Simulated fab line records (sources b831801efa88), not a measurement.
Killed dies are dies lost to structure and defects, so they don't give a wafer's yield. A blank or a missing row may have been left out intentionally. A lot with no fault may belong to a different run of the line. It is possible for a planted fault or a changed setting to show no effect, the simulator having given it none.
Lot-split experiment -- flow gf180mcu -- 23 wafers read from 5 lots, route of 602 steps

== THE SPLIT ==
At GF_HV_LDD_EXPOSE_04 (exposes mask Nplus LV AREA, target cd 400 nm), the setting dose mj was moved away from the recipe's 140 on 11 of the 23 wafers read, by -5.2% to +7.4%. All remaining wafers had this setting at the recipe value.

== FROM THE SPLIT TO THE READING: what the file shows between them, 2 steps ==
- GF_HV_LDD_PEB_05
- GF_HV_LDD_DEVELOP_06: develop time 60 s

== THE READING ==
cd nm at GF_HV_LDD_CD_MEAS_07, given in nm (cd target 400 nm). Typical for fault-free wafers on this fab line: 399.0 nm, with standard deviation 2 nm.

wafer,"tool, chamber at the split",dose mj as run,against the recipe,"cd nm, nm",against lot-mates on the recipe
L074.1,"iline stepper-01, 0",140,recipe,397.2,-
L074.2,"iline stepper-01, 0",132.7,-5.2%,384.5,-14.1
L074.4,"iline stepper-01, 0",132.7,-5.2%,383.0,-15.6
L074.5,"iline stepper-01, 0",132.7,-5.2%,386.6,-12.0
L074.6,"iline stepper-01, 0",140,recipe,400.1,-
L075.1,"iline stepper-02, 0",140,recipe,396.7,-
L075.3,"iline stepper-02, 0",134,-4.3%,384.2,-12.2
L075.4,"iline stepper-02, 0",134,-4.3%,383.1,-13.3
L075.5,"iline stepper-02, 0",140,recipe,396.1,-
L075.6,"iline stepper-02, 0",134,-4.3%,384.3,-12.1
L082.1,"iline stepper-01, 0",140,recipe,400.2,-
L082.2,"iline stepper-01, 0",150.4,+7.4%,417.2,+18.2
L082.3,"iline stepper-01, 0",150.4,+7.4%,418.6,+19.7
L082.5,"iline stepper-01, 0",150.4,+7.4%,418.8,+19.9
L082.6,"iline stepper-01, 0",140,recipe,397.7,-
L083.2,"iline stepper-01, 0",136.8,-2.3%,391.5,-7.5
L083.3,"iline stepper-01, 0",140,recipe,399.9,-
L083.4,"iline stepper-01, 0",140,recipe,397.9,-
L083.5,"iline stepper-01, 0",140,recipe,399.3,-
L083.6,"iline stepper-01, 0",136.8,-2.3%,390.4,-8.6
L084.1,"iline stepper-01, 0",140,recipe,401.2,-
L084.2,"iline stepper-01, 0",140,recipe,400.7,-
L084.4,"iline stepper-01, 0",140,recipe,401.1,-

THE FIT
A straight line over all 23 wafers: cd nm changes by +2.8 nm for each +1% of dose mj; r = +0.98; the points scatter about the line by 1.9 nm.
The same after taking each lot's own level away (the mean of its wafers on the recipe; 23 wafers): +2.69 nm for each +1%; r = +0.99; scatter 1.2 nm.
Per that fit: largest dose mj move, reading shift of 20 nm.
From 396.40 to 401.00 nm: that is the span of the lots' own levels, equal to 2.3 times the standard deviation above.
So the lot-to-lot level changes the slope little: the two slopes agree.
Check: +20 nm against its lot-mates is what the line predicts for one of the wafers moved furthest among these (+7.4%) when that wafer is left out of the fit. Against them it came out at +18.2 nm.

== OTHER SPLITS APPLIED TO THESE WAFERS ==
Other splits were also applied to these wafers ahead of the reading. Each is held against what the fit with the lots' levels taken away leaves over:
other split on the same wafers,wafers away from the commonest value,r with cd nm (lot level and that fit taken away)
GF_DUAL_GATE_STRIP_13 power w,5,-0.10

== FILE'S OWN FIT ==
cd nm changes by +2.71 nm for each +1% of dose mj, r = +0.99.
